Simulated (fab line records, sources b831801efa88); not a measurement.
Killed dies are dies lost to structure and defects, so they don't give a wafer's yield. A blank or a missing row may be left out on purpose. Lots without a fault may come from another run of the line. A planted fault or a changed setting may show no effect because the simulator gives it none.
Problem report in the 8D (eight disciplines) form, filled by code | flow sky130 | the parts of the form that need people (team, actions taken, sign-off) are left out

1. THE PROBLEM
GATE_OXIDE_OXIDATION_00_THK at SKY_GATE_OXIDE_THK_MEAS_02 reads a mean of 8.25 nm on 6 wafers of 2 lots; wafers without a fault read 10.33 nm with a standard deviation of 0.2. That is -10 standard deviations from the usual mean.
First seen on wafer L481.4, day 16 01:46, on film_metro-02. The record holds 33 wafers of 11 lots with a number at this step. Rule for "out", or "out of limits": more than 4 standard deviations from the usual mean. The other wafers with a number count as sound.

2. WHAT IT IS AND WHAT IT IS NOT
question                    | is                           | is not
which readings at this step | GATE_OXIDE_OXIDATION_00_THK  | -
which lots                  | L481, L482                   | L471, L474, L479, L483, L489, L490, L492, L493, L494
which wafers of those lots  | all that have a number       | -
read on which gauges        | film_metro-02, film_metro-03 | film_metro-04
when                        | from day 16 01:46            | up to then (9 sound wafers); but 18 sound wafers of L483, L489, L490, L492, L493, L494 came after

3. SUSPECTS, AND WHAT RULES EACH OUT
Counting: a tool at a process step up to the reading stays a suspect if it ran every lot that is out and no sound lot after the first of them.
- the gauge at SKY_GATE_OXIDE_THK_MEAS_02: ruled out. The wafers that are out were read on 2 gauges (film_metro-02, film_metro-03).
- furnace-01 at SKY_GATE_OXIDE_OXIDATION_01 (stabilise 600 s, purge 300 s, target thk 10.268 nm): ruled out as a lasting fault. Sound lots L489, L493 ran on it after its first lot that is out, L481 (day 16 00:20).
Left after counting: nothing in the record.

4. THE CAUSE (what the simulator had put in)
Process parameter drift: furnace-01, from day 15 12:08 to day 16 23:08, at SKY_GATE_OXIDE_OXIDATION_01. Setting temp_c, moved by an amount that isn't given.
Counting ruled it out, wrongly: the rule takes a fault to strike every lot that its tool runs from its start on, and this one did not.

5. THE CHAIN OF EFFECTS, in route order
Each row: a reading whose mean over the struck wafers that have a number lies more than 3 standard deviations from the usual. Only readings for which the record gives a usual standard deviation are gone through. hours: the time from each lot's start at the first step in this table that gives one to its start at this step, as a median over the lots. sigmas: the change in usual standard deviations.
hours | step                        | reading                     | usual    | on struck wafers | change | sigmas
0     | SKY_GATE_OXIDE_OXIDATION_01 | spike_tc_bottom_C           | 919 C    | 895              | -24    | -7.5
0     | SKY_GATE_OXIDE_OXIDATION_01 | spike_tc_centre_C           | 899.7 C  | 879.6            | -20.1  | -18
0     | SKY_GATE_OXIDE_OXIDATION_01 | spike_tc_lower_C            | 901.4 C  | 881.7            | -19.7  | -18
0     | SKY_GATE_OXIDE_OXIDATION_01 | spike_tc_top_C              | 913 C    | 890              | -24    | -7.8
0     | SKY_GATE_OXIDE_OXIDATION_01 | spike_tc_upper_C            | 899.3 C  | 878.6            | -20.7  | -21
0     | SKY_GATE_OXIDE_OXIDATION_01 | tube_center_temp_C          | 900.01 C | 880.15           | -19.86 | -99 or more
0     | SKY_GATE_OXIDE_OXIDATION_01 | tube_center_temp_C_max      | 902.3    | 882.5            | -19.8  | -50
0     | SKY_GATE_OXIDE_OXIDATION_01 | zone_power_bottom_pct       | 26.10 %  | 25.03            | -1.07  | -4.0
0     | SKY_GATE_OXIDE_OXIDATION_01 | zone_power_lower_pct        | 17.31 %  | 16.54            | -0.77  | -3.5
1     | SKY_GATE_OXIDE_THK_MEAS_02  | GATE_OXIDE_OXIDATION_00_THK | 10.33 nm | 8.25             | -2.08  | -10
The process steps in it:
- SKY_GATE_OXIDE_OXIDATION_01: stabilise 600 s, purge 300 s, target thk 10.268 nm.
Later measuring or inspecting steps at which every struck wafer that the step has a row for has a number for every such reading, and none has moved that far: SKY_LOCAL_INTERCONNECT_CD_MEAS_11.

6. WHAT WOULD HAVE CAUGHT IT SOONER
In this record the first reading out of limits at a measuring or inspecting step was taken at day 16 01:46, 14 hours after the fault began at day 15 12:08.
The tool's own readings at SKY_GATE_OXIDE_OXIDATION_01 were out on every struck wafer that the step has a row for (spike_tc_bottom_C, spike_tc_centre_C, spike_tc_lower_C, spike_tc_top_C, spike_tc_upper_C, tube_center_temp_C, tube_center_temp_C_max): an alarm limit on them would have fired on the first of those.
